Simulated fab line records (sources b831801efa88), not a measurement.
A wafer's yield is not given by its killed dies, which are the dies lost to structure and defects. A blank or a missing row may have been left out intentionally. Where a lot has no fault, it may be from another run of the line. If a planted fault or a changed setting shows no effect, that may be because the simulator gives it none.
Which tool did it? :: flow sky130 :: 13 lots with 38 wafers sampled at 4 steps, on a route of 708 steps

WHAT THE GAUGES READ, wafer by wafer
SKY_CAPM_THK_MEAS_01. Usual: CAPM_CVD_00_THK gives 15.49 nm (standard deviation 0.19).
lot: L943
measured: day 37 03:50
on: film metro-04
CAPM_CVD_00_THK (nm): 15.33 15.24 15.56
flag: 

lot: L945
measured: day 37 13:26
on: film metro-04
CAPM_CVD_00_THK (nm): 15.40 15.33 15.68
flag: 

lot: L948
measured: day 38 03:08
on: film metro-03
CAPM_CVD_00_THK (nm): 15.49 15.67 15.85
flag: 

lot: L950
measured: day 38 17:27
on: film metro-04
CAPM_CVD_00_THK (nm): 15.45 15.39 15.50
flag: 

lot: L951
measured: day 39 02:10
on: film metro-03
CAPM_CVD_00_THK (nm): 15.68 15.49 15.47
flag: 

lot: L952
measured: day 39 06:53
on: film metro-02
CAPM_CVD_00_THK (nm): 15.36 15.53 15.41
flag: 

lot: L953
measured: day 39 13:20
on: film metro-04
CAPM_CVD_00_THK (nm): 15.37 15.75 15.61
flag: 

lot: L954
measured: day 39 23:35
on: film metro-03
CAPM_CVD_00_THK (nm): 15.42 15.25 15.55
flag: 

lot: L955
measured: day 40 04:50
on: film metro-02
CAPM_CVD_00_THK (nm): 15.34 15.36 15.65
flag: 

lot: L957
measured: day 40 23:05
on: film metro-03
CAPM_CVD_00_THK (nm): 15.58 15.45
flag: 

lot: L958
measured: day 41 02:35
on: film metro-04
CAPM_CVD_00_THK (nm): 15.68 15.80 15.85
flag: 

lot: L965
measured: day 43 05:56
on: film metro-02
CAPM_CVD_00_THK (nm): 15.36 14.96 15.49
flag: 

lot: L966
measured: day 43 15:12
on: film metro-04
CAPM_CVD_00_THK (nm): 15.44 15.77 15.59
flag: 

SKY_METAL5_THK_MEAS_06: measures by xrf. Usual: METAL5_ALCU_THK gives 1138 nm (standard deviation 12).
lot: L943
measured: day 43 13:34
on: film metro-03
METAL5_ALCU_THK (nm): 1163 1159 1135
flag: 

lot: L945
measured: day 43 21:34
on: film metro-02
METAL5_ALCU_THK (nm): 1128 1139 1142
flag: 

lot: L948
measured: day 44 12:26
on: film metro-02
METAL5_ALCU_THK (nm): 1142 1141 1132
flag: 

lot: L950
measured: day 44 21:44
on: film metro-03
METAL5_ALCU_THK (nm): 1154 1149 1146
flag: 

lot: L951
measured: day 45 05:36
on: film metro-04
METAL5_ALCU_THK (nm): 1126 1125 1128
flag: 

lot: L952
measured: day 45 12:50
on: film metro-02
METAL5_ALCU_THK (nm): 1143 1139 1142
flag: 

lot: L953
measured: day 45 16:35
on: film metro-02
METAL5_ALCU_THK (nm): 1163 1145 1150
flag: 

lot: L954
measured: day 46 01:53
on: film metro-02
METAL5_ALCU_THK (nm): 1130 1133 1138
flag: 

lot: L955
measured: day 46 04:00
on: film metro-02
METAL5_ALCU_THK (nm): 1137 1143 1133
flag: 

lot: L957
measured: day 46 23:19
on: film metro-03
METAL5_ALCU_THK (nm): 1114 1118
flag: 

lot: L958
measured: day 47 05:47
on: film metro-04
METAL5_ALCU_THK (nm): 1138 1138 1148
flag: 

lot: L965
measured: day 48 20:59
on: film metro-04
METAL5_ALCU_THK (nm): 1126 1135 1130
flag: 

lot: L966
measured: day 49 03:01
on: film metro-04
METAL5_ALCU_THK (nm): 1156 1146 1144
flag: 

SKY_PAD_OPEN_BOW_MEAS_13. Usual: PAD_OPEN_BOW gives 47 um (standard deviation 9.8).
lot: L943
measured: day 46 09:16
on: film metro-04
PAD_OPEN_BOW (um): 43 43 39
flag: 

lot: L945
measured: day 46 16:10
on: film metro-02
PAD_OPEN_BOW (um): 39 53 42
flag: 

lot: L948
measured: day 47 06:44
on: film metro-02
PAD_OPEN_BOW (um): 50 41 40
flag: 

lot: L950
measured: day 47 16:30
on: film metro-04
PAD_OPEN_BOW (um): 44 46 40
flag: 

lot: L951
measured: day 47 22:56
on: film metro-04
PAD_OPEN_BOW (um): 37 43 44
flag: 

lot: L952
measured: day 48 04:08
on: film metro-04
PAD_OPEN_BOW (um): 66 55 58
flag: 

lot: L953
measured: day 48 08:04
on: film metro-04
PAD_OPEN_BOW (um): 39 43 46
flag: 

lot: L954
measured: day 48 18:05
on: film metro-04
PAD_OPEN_BOW (um): 43 36 31
flag: 

lot: L955
measured: day 48 19:05
on: film metro-02
PAD_OPEN_BOW (um): 50 62 57
flag: 

lot: L957
measured: day 49 10:45
on: film metro-01
PAD_OPEN_BOW (um): 12 35
flag: 

lot: L958
measured: day 49 17:14
on: film metro-02
PAD_OPEN_BOW (um): 38 47 50
flag: 

lot: L965
measured: day 51 02:43
on: film metro-04
PAD_OPEN_BOW (um): 34 54 58
flag: 

lot: L966
measured: day 51 07:37
on: film metro-01
PAD_OPEN_BOW (um): 46 52 54
flag: 

TOOL THAT RAN EACH LOT (tool first, then ch and the chambers of the sampled wafers, then the start)
lot: L943
SKY_VIA1_STRIP_16: plasma asher-03 ch 0,1, day 34 18:31

lot: L945
SKY_VIA1_STRIP_16: plasma asher-01 ch 0,1, day 35 04:32

lot: L948
SKY_VIA1_STRIP_16: plasma asher-03 ch 0, day 35 19:55

lot: L950
SKY_VIA1_STRIP_16: plasma asher-03 ch 0,1, day 36 09:09

lot: L951
SKY_VIA1_STRIP_16: plasma asher-01 ch 0,1, day 36 17:28

lot: L952
SKY_VIA1_STRIP_16: plasma asher-01 ch 0,1, day 36 23:32

lot: L953
SKY_VIA1_STRIP_16: plasma asher-03 ch 0,1, day 37 06:24

lot: L954
SKY_VIA1_STRIP_16: plasma asher-04 ch 0,1, day 37 16:14

lot: L955
SKY_VIA1_STRIP_16: plasma asher-03 ch 0,1, day 37 21:58

lot: L957
SKY_VIA1_STRIP_16: plasma asher-03 ch 0,1, day 38 16:32

lot: L958
SKY_VIA1_STRIP_16: plasma asher-03 ch 0,1, day 38 19:48

lot: L965
SKY_VIA1_STRIP_16: plasma asher-04 ch 0,1, day 41 02:02

lot: L966
SKY_VIA1_STRIP_16: plasma asher-03 ch 0,1, day 41 11:36
- SKY_VIA1_STRIP_16: strips in O2/N2.

WHAT THE TOOLS THEMSELVES READ (means of the sampled wafers that have a number; where no wafer has one, the mark that the record gives instead)
SKY_VIA1_STRIP_16. Usual: drypump motor current A 5.67 A, standard deviation 0.18; o2 flow sccm 3001 sccm, standard deviation 9.4; oes product au 0.417 a.u., standard deviation 0.0047; strip time to endpoint s 4.470 s, standard deviation 0.019.
lot: L943
tool: plasma asher-03
drypump motor current A (A): 5.54
o2 flow sccm (sccm): 2989
oes product au (a.u.): 0.419
strip time to endpoint s (s): 4.448
flag: 

lot: L945
tool: plasma asher-01
drypump motor current A (A): 5.58
o2 flow sccm (sccm): 3004
oes product au (a.u.): 0.416
strip time to endpoint s (s): 4.478
flag: 

lot: L948
tool: plasma asher-03
drypump motor current A (A): 5.85
o2 flow sccm (sccm): 3004
oes product au (a.u.): 0.413
strip time to endpoint s (s): 4.478
flag: 

lot: L950
tool: plasma asher-03
drypump motor current A (A): 5.59
o2 flow sccm (sccm): 2988
oes product au (a.u.): 0.409
strip time to endpoint s (s): 4.466
flag: 

lot: L951
tool: plasma asher-01
drypump motor current A (A): 5.57
o2 flow sccm (sccm): 3006
oes product au (a.u.): 0.416
strip time to endpoint s (s): 4.455
flag: 

lot: L952
tool: plasma asher-01
drypump motor current A (A): 5.56
o2 flow sccm (sccm): 3001
oes product au (a.u.): 0.417
strip time to endpoint s (s): 4.466
flag: 

lot: L953
tool: plasma asher-03
drypump motor current A (A): 5.53
o2 flow sccm (sccm): 2996
oes product au (a.u.): 0.416
strip time to endpoint s (s): 4.458
flag: 

lot: L954
tool: plasma asher-04
drypump motor current A (A): 5.78
o2 flow sccm (sccm): 3000
oes product au (a.u.): 0.414
strip time to endpoint s (s): 4.447
flag: 

lot: L955
tool: plasma asher-03
drypump motor current A (A): 5.57
o2 flow sccm (sccm): 2999
oes product au (a.u.): 0.419
strip time to endpoint s (s): 4.450
flag: 

lot: L957
tool: plasma asher-03
drypump motor current A (A): 5.61
o2 flow sccm (sccm): 3002
oes product au (a.u.): 0.418
strip time to endpoint s (s): 4.486
flag: 

lot: L958
tool: plasma asher-03
drypump motor current A (A): 5.52
o2 flow sccm (sccm): 2995
oes product au (a.u.): 0.413
strip time to endpoint s (s): 4.471
flag: 

lot: L965
tool: plasma asher-04
drypump motor current A (A): 5.83
o2 flow sccm (sccm): 3001
oes product au (a.u.): 0.418
strip time to endpoint s (s): 4.473
flag: 

lot: L966
tool: plasma asher-03
drypump motor current A (A): 5.73
o2 flow sccm (sccm): 3004
oes product au (a.u.): 0.414
strip time to endpoint s (s): 4.468
flag: 

THE ANSWER, worked out from the rows above alone
Rule: take the mean of a lot's wafers that have a number; if it is more than 3 standard deviations from the usual mean, the lot is off. Also off: a lot with no number at a reading for which 4 or more lots have one. The other lots that the step has rows for count as sound. The gauges are gone through in route order, then the tools' own readings, and for those a lot's mean is taken as printed above. The first step at which some lot is off is used, and at that step the reading that is off furthest; a lot without a number counts as furthest.
No lot is off on any of the readings shown, so nothing can be concluded from this.

WHAT WAS PUT IN BY THE SIMULATOR
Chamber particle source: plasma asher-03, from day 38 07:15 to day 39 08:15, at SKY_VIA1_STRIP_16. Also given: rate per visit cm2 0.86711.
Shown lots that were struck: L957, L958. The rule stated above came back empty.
